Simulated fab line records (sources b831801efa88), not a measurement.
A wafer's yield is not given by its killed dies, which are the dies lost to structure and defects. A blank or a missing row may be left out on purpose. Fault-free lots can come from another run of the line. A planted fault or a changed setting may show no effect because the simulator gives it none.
Struck lot and sound lot, side by side + flow gf180mcu + 43 out of 602 route steps
Sound: the wafers L118.2, L118.4, L118.5. Struck: wafers L130.3, L130.4, L130.5. The cause comes at the end.
Each step with rows lists, per side, the tool, then ch with its chambers, then its first start. Under that, the readings that differ: sound wafers + struck wafers + difference of the means + sigmas: that difference in standard deviations of wafers without a fault.
alike: readings whose means differ by less than 2 such deviations, and words and numbers that are the same on both sides. not compared: withheld readings, readings that some wafer has no value for, bounds like >300 that may hide the same value, and numbers for which the record gives no deviation and whose values overlap.
A row with sigmas, a row that says differs or no value, or rows on one side alone: a step with any of these is where the two part. Numbers that have no deviation but don't overlap get no sigmas and don't part them. A reading that every wafer of one side lacks parts them only if that side has two wafers or more.

first, 2 steps without rows for these wafers: GF_DNWELL_DEVELOP_06 (develop time 60 s); GF_DNWELL_IMPLANT_07.
GF_DNWELL_STRIP_08: strips in O2/N2.
  sound on plasma_asher-03 ch 0,1, day 3 00:18; struck on plasma_asher-01 ch 0,1, day 5 16:38
  alike: drypump_motor_current_A, heater_power_w, oes_product_au, strip_time_to_endpoint_s
  not compared: rf_hours_counter_h
GF_DNWELL_TW_MEAS_09:
  struck on film_metro-02, day 5 16:43; sound on film_metro-03, day 3 00:25
  alike: DNWELL_TW
then, 7 steps without rows for these wafers: GF_NWELL_DEHYDRATE_00 (time 60 s); GF_NWELL_HMDS_01 (prime time 60 s); GF_NWELL_COAT_02 (resist thk 3000 nm); GF_NWELL_SOFTBAKE_03; GF_NWELL_EXPOSE_04 (exposes mask Nwell, target cd 860 nm); GF_NWELL_PEB_05; GF_NWELL_DEVELOP_06 (develop time 60 s).
GF_NWELL_OVL_MEAS_07:
  struck on overlay-01, day 6 07:34; sound on overlay-02, day 3 13:25
  alike: NWELL_OVL
GF_NWELL_IMPLANT_08:
  sound on implanter-03 ch 0, day 3 13:28; struck on implanter-03 ch 0, day 6 07:39
| reading            | sound             | struck            | difference | sigmas      |
|--------------------|-------------------|-------------------|------------|-------------|
| tilt_deg (degrees) | 0.029 0.013 0.002 | 2.844 2.811 2.816 | +2.809     | +99 or more |
next, for these wafers, 1 step has no rows: GF_NWELL_IMPLANT_09.
GF_NWELL_STRIP_10: strips in O2/N2.
  sound on plasma_asher-02 ch 0,1, day 3 13:45; struck on plasma_asher-03 ch 0,1, day 6 07:56
  alike: drypump_motor_current_A, heater_power_w, oes_product_au, strip_time_to_endpoint_s
  not compared: rf_hours_counter_h
GF_NWELL_TW_MEAS_11:
  struck on film_metro-03, day 6 08:14; sound on film_metro-03, day 3 13:52
| reading  | sound          | struck         | difference | sigmas |
|----------|----------------|----------------|------------|--------|
| NWELL_TW | 1579 1573 1576 | 1751 1740 1746 | +170       | +13    |
  not compared: hold
then, 6 steps without rows for these wafers: GF_LVPWELL_HMDS_01 (prime time 60 s); GF_LVPWELL_COAT_02 (resist thk 3000 nm); GF_LVPWELL_SOFTBAKE_03; GF_LVPWELL_EXPOSE_04 (exposes mask LVPWELL, target cd 600 nm); GF_LVPWELL_PEB_05; GF_LVPWELL_DEVELOP_06 (develop time 60 s).
GF_LVPWELL_OVL_MEAS_07:
  struck on overlay-02, day 6 23:46; sound on overlay-01, day 4 02:25
  alike: LVPWELL_OVL
then, 2 steps without rows for these wafers: GF_LVPWELL_IMPLANT_08; GF_LVPWELL_IMPLANT_09.
GF_LVPWELL_STRIP_10: strips in O2/N2.
  sound on plasma_asher-02 ch 0,1, day 4 02:44; struck on plasma_asher-01 ch 0,1, day 7 00:07
  alike: drypump_motor_current_A, heater_power_w, oes_product_au, strip_time_to_endpoint_s
  not compared: rf_hours_counter_h
GF_LVPWELL_TW_MEAS_11:
  struck on film_metro-01, day 7 00:13; sound on film_metro-03, day 4 02:51
| reading    | sound       | struck      | difference | sigmas |
|------------|-------------|-------------|------------|--------|
| LVPWELL_TW | 563 566 568 | 554 552 554 | -12        | -2     |
then, 7 steps without rows for these wafers: GF_MVSD_DEHYDRATE_00 (time 60 s); GF_MVSD_HMDS_01 (prime time 60 s); GF_MVSD_COAT_02 (resist thk 3000 nm); GF_MVSD_SOFTBAKE_03; GF_MVSD_EXPOSE_04 (exposes mask MVSD, target cd 1000 nm); GF_MVSD_PEB_05; GF_MVSD_DEVELOP_06 (develop time 60 s).
GF_MVSD_OVL_MEAS_07:
  struck on overlay-02, day 7 16:16; sound on overlay-02, day 4 16:01
  alike: MVSD_OVL
then, 2 steps without rows for these wafers: GF_MVSD_IMPLANT_08; GF_MVSD_IMPLANT_09.
GF_MVSD_STRIP_10: strips in O2/N2.
  sound on plasma_asher-04 ch 0,1, day 4 16:20; struck on plasma_asher-01 ch 0,1, day 7 16:38
| reading            | sound       | struck      | difference | sigmas |
|--------------------|-------------|-------------|------------|--------|
| heater_power_w (W) | 371 384 330 | 288 318 291 | -63        | -2     |
  alike: drypump_motor_current_A, oes_product_au, strip_time_to_endpoint_s
  not compared: rf_hours_counter_h
GF_MVSD_TW_MEAS_11:
  struck on film_metro-04, day 7 16:43; sound on film_metro-01, day 4 16:27
| reading | sound          | struck         | difference | sigmas |
|---------|----------------|----------------|------------|--------|
| MVSD_TW | 1563 1561 1561 | 1598 1587 1602 | +34        | +2     |
then, 2 steps without rows for these wafers: GF_MVPSD_DEHYDRATE_00 (time 60 s); GF_MVPSD_HMDS_01 (prime time 60 s).
-- the record jumps here: 4 days lie between the struck wafers' starts before and after --
GF_VT_IMPLANT_RS_MEAS_47: measures by four-point-probe.
  struck on film_metro-04, day 11 06:53; sound on film_metro-04, day 7 20:52
| reading           | sound             | struck            | difference | sigmas      |
|-------------------|-------------------|-------------------|------------|-------------|
| NWELL_RS (ohm/sq) | 487.8 487.2 488.0 | 624.4 624.9 624.4 | +136.9     | +99 or more |
  not compared: hold
GF_PASSIVATION_PROBE_99:
  sound wafers here have rows in the record (prober-01, day 29 10:23); struck ones have none

## WHERE THEY PART
Earliest at GF_NWELL_IMPLANT_08; latest, in this record, at GF_PASSIVATION_PROBE_99.

WHY: whatever the simulator had introduced
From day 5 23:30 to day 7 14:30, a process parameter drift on implanter-03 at GF_NWELL_IMPLANT_08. Setting tilt_deg shifted by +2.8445 from 0. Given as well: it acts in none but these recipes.
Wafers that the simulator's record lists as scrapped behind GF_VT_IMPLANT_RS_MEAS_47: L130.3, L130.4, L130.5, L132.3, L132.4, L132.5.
